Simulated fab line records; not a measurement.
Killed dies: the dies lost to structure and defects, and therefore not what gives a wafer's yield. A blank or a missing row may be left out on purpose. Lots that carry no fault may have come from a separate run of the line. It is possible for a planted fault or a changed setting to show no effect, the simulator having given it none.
A struck lot beside a sound one -- flow sky130 -- 14 out of 708 route steps
Sound: the wafers L934.2, L934.4, L934.6. Struck: wafer L937.2 (L937.1, L937.6, from the same lot, were not struck and are left out); the cause is given at the end.
Per side, at each step with rows, come the tool, then ch with its chambers, and then its first start. Under that, the readings that differ: sound wafers -- struck wafers -- difference of the means -- sigmas: that difference in standard deviations of wafers without a fault.
alike: readings whose means differ by less than 2 such deviations, and words and numbers that are the same on both sides. not compared: withheld readings, readings that some wafer has no value for, bounds like >300 that may hide the same value, and numbers for which the record gives no deviation and whose values overlap.
The two part at a step that has a row with sigmas, a row that says differs or no value, or rows on one side only. When numbers do not overlap yet have no deviation, they are printed without sigmas and do not part them. A reading missing from all wafers of one side parts the sides only when that side holds two or more wafers.

SKY_LOCAL_INTERCONNECT_RS_MEAS_01: measures by four-point-probe.
  sound on film_metro-04, day 30 10:54; struck on film_metro-04, day 31 08:56
  alike: LOCAL_INTERCONNECT_TIN_RS
SKY_LOCAL_INTERCONNECT_THK_MEAS_02: measures by xrf.
  sound on film_metro-04, day 30 11:01; struck on film_metro-04, day 31 09:03
  alike: LOCAL_INTERCONNECT_TIN_THK
then, 8 steps without rows for these wafers: SKY_LOCAL_INTERCONNECT_DEHYDRATE_03 (time 60 s); SKY_LOCAL_INTERCONNECT_HMDS_04 (prime time 60 s); SKY_LOCAL_INTERCONNECT_COAT_05 (resist thk 60 nm); SKY_LOCAL_INTERCONNECT_COAT_06 (resist thk 450 nm); SKY_LOCAL_INTERCONNECT_SOFTBAKE_07 (time 90 s); SKY_LOCAL_INTERCONNECT_EXPOSE_08 (exposes mask LI1M, target cd 170 nm); SKY_LOCAL_INTERCONNECT_PEB_09; SKY_LOCAL_INTERCONNECT_DEVELOP_10 (develop time 60 s).
SKY_LOCAL_INTERCONNECT_CD_MEAS_11: target cd 170 nm.
  sound on cd_sem-02, day 31 14:37; struck on cd_sem-02, day 32 11:13
  alike: cd_nm
SKY_LOCAL_INTERCONNECT_OVL_MEAS_12:
  sound on overlay-01, day 31 14:43; struck on overlay-02, day 32 11:20
  alike: LOCAL_INTERCONNECT_OVL
SKY_LOCAL_INTERCONNECT_ETCH_13: etches BARC in N2/H2, stops on SiO2, time 45.9 s, target depth 60 nm.
  sound on rie_metal-04 ch 0,1, day 31 14:45; struck on rie_metal-01 ch 1, day 32 11:23
reading,sound,struck,difference,sigmas
chamber_pressure_mTorr (mTorr),30.019 30.040 30.001,23.999,-6.021,-99 or more
model.SiO2_of_SONOS_ONO_CVD_04.thk_nm (nm),4.207 4.152 4.145,4.107,-0.061,
  alike: drypump_motor_current_A, he_backside_leak_sccm, oes_product_au, throttle_valve_pct
  not compared: rf_hours_counter_h
SKY_LOCAL_INTERCONNECT_METAL_ETCH_14: etches TiN in Cl2/BCl3, stops on PSG, target depth 110 nm, time 31.4 s.
  sound on rie_metal-04 ch 0,1, day 31 14:49; struck on rie_metal-01 ch 1, day 32 11:26
  alike: chamber_pressure_mTorr, drypump_motor_current_A, he_backside_leak_sccm, oes_product_au, throttle_valve_pct
  not compared: rf_hours_counter_h

## WHERE THEY PART
Only at SKY_LOCAL_INTERCONNECT_ETCH_13, within this record. Later steps at which nothing parts them and some readings are alike: SKY_LOCAL_INTERCONNECT_METAL_ETCH_14.

WHY: what the simulator had put in
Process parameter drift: rie_metal-01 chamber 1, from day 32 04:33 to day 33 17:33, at SKY_LOCAL_INTERCONNECT_ETCH_13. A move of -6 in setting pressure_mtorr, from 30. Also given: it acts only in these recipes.
